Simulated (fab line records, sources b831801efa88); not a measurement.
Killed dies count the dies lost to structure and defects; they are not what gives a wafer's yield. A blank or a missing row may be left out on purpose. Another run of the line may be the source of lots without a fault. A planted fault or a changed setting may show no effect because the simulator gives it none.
Which of the tools did it?	flow sky130	13 lots with 39 wafers sampled at 5 steps, on a route of 708 steps

WHAT EACH GAUGE READ, for each wafer
SKY_VT_ADJUST_HVTP_CD_MEAS_07: target cd 380 nm.
lot	measured	on	cd-nm (nm)
L406	day 6 01:38	cd-sem-02	382.8 381.5 388.3
L407	day 6 04:42	cd-sem-01	380.8 381.3 381.7
L408	day 6 11:54	cd-sem-02	379.4 379.0 378.7
L413	day 7 15:56	cd-sem-01	376.9 379.6 378.9
L415	day 8 18:16	cd-sem-02	376.2 378.4 379.2
L420	day 9 23:55	cd-sem-02	378.1 380.0 381.5
L424	day 10 19:10	cd-sem-01	381.4 384.8 385.3
L423	day 10 20:24	cd-sem-02	377.9 379.5 377.6
L425	day 11 01:53	cd-sem-02	378.8 378.8 379.7
L426	day 11 09:16	cd-sem-02	378.7 379.3 378.0
L427	day 11 11:41	cd-sem-02	382.1 382.6 383.0
L428	day 11 17:09	cd-sem-02	379.5 379.0 377.9
L429	day 12 02:19	cd-sem-02	385.5 384.5 383.9

SKY_VT_ADJUST_HVTR_CD_MEAS_07: target cd 380 nm.
lot	measured	on	cd-nm (nm)
L406	day 9 10:23	cd-sem-01	382.6 381.8 381.6
L407	day 9 13:10	cd-sem-01	385.0 387.8 387.0
L408	day 9 21:06	cd-sem-02	377.8 376.5 377.3
L413	day 11 04:46	cd-sem-01	409.5 406.0 406.9
L415	day 12 13:44	cd-sem-02	408.5 410.0 409.5
L420	day 14 00:22	cd-sem-02	382.3 383.3 380.6
L424	day 14 21:46	cd-sem-02	375.6 379.1 379.5
L423	day 14 23:20	cd-sem-01	377.5 376.8 380.4
L425	day 15 07:40	cd-sem-01	382.4 381.8 381.3
L426	day 15 14:29	cd-sem-02	376.9 377.2 377.1
L427	day 15 18:46	cd-sem-01	378.2 376.9 376.5
L428	day 16 00:10	cd-sem-01	382.5 380.9 380.6
L429	day 16 13:19	cd-sem-01	383.2 379.2 382.8

SKY_SONOS_ONO_CD_MEAS_13: target cd 410 nm.
lot	measured	on	cd-nm (nm)
L406	day 12 12:52	cd-sem-02	405.9 408.2 406.9
L407	day 12 16:52	cd-sem-01	413.7 414.7 413.5
L408	day 13 00:43	cd-sem-02	410.4 410.4 410.5
L413	day 14 13:07	cd-sem-01	406.6 407.9 408.7
L415	day 16 05:31	cd-sem-02	411.8 411.1 413.6
L420	day 17 17:14	cd-sem-02	408.2 407.5 410.8
L424	day 18 19:23	cd-sem-01	412.2 412.4 410.8
L423	day 18 19:35	cd-sem-01	412.5 410.8 411.2
L425	day 19 04:29	cd-sem-02	406.9 405.4 405.2
L426	day 19 10:56	cd-sem-02	412.1 410.6 409.0
L427	day 19 16:10	cd-sem-01	411.3 408.7 410.2
L428	day 19 21:08	cd-sem-01	413.5 410.9 411.6
L429	day 20 12:58	cd-sem-01	411.0 411.1 409.8

SKY_LDD_P_TW_MEAS_11.
lot	measured	on	LDD_P_TW
L406	day 18 21:04	film-metro-01	639 639 633
L407	day 19 02:43	film-metro-01	636 635 636
L408	day 19 13:05	film-metro-02	638 641 639
L413	day 21 06:18	film-metro-02	633 633 633
L415	day 23 00:49	film-metro-01	635 632 634
L420	day 24 11:25	film-metro-04	638 638 640
L424	day 25 13:59	film-metro-02	630 631 633
L423	day 25 15:08	film-metro-01	635 637 636
L425	day 25 20:12	film-metro-01	633 634 634
L426	day 26 03:25	film-metro-02	634 633 635
L427	day 26 08:38	film-metro-02	633 634 633
L428	day 26 12:57	film-metro-02	633 635 638
L429	day 27 04:01	film-metro-02	631 634 633

TOOL THAT RAN EACH LOT (tool first, then ch and the chambers of the sampled wafers, then the start)
lot	SKY_VT_ADJUST_HVTR_DEVELOP_06
L406	litho-track-01 ch 0, day 9 10:14
L407	litho-track-03 ch 0, day 9 13:01
L408	litho-track-01 ch 0, day 9 20:58
L413	litho-track-03 ch 0, day 11 04:37
L415	litho-track-03 ch 0, day 12 13:35
L420	litho-track-01 ch 0, day 14 00:13
L424	litho-track-04 ch 0, day 14 21:37
L423	litho-track-01 ch 0, day 14 23:11
L425	litho-track-01 ch 0, day 15 07:32
L426	litho-track-03 ch 0, day 15 14:20
L427	litho-track-01 ch 0, day 15 18:37
L428	litho-track-03 ch 0, day 16 00:01
L429	litho-track-04 ch 0, day 16 13:10
- SKY_VT_ADJUST_HVTR_DEVELOP_06: develop time 60 s.

WHAT THE TOOLS THEMSELVES READ (means of the sampled wafers that have a number; where no wafer has one, the mark that the record gives instead)
The record holds no such reading with a usual standard deviation.

THE ANSWER, worked out from the rows above alone
Rule: the lots themselves supply what counts as usual. Put in order of their means at a reading, lots are off if they are a third of the lots or fewer, leave a main group of 4 or more, and stand apart from it by a gap of 3 or more times the standard deviation of the main group's means; of several such gaps the widest counts. Not used: any main group whose means are identical at the precision the tables above print for the reading. Also off: a lot with no number at a reading for which 4 or more lots have one. All remaining lots with rows at the step are treated as sound. After the gauges, taken in route order, come the tools' own readings; for these a lot's mean is taken, as printed above. The first step at which some lot is off is used, and at that step the reading that is off furthest; a lot without a number counts as furthest.
Off: L413, L415 (SKY_VT_ADJUST_HVTR_CD_MEAS_07, cd-nm). The main group has a mean of 380.3 nm with a standard deviation of 2.9.
If a tool, at a process step before that reading, ran all the lots that are off and no sound lot after the first of them, it fits. The gauges at SKY_VT_ADJUST_HVTR_CD_MEAS_07 are tried like those tools. None of those tried fits.

WHAT THE SIMULATOR HAD INSERTED
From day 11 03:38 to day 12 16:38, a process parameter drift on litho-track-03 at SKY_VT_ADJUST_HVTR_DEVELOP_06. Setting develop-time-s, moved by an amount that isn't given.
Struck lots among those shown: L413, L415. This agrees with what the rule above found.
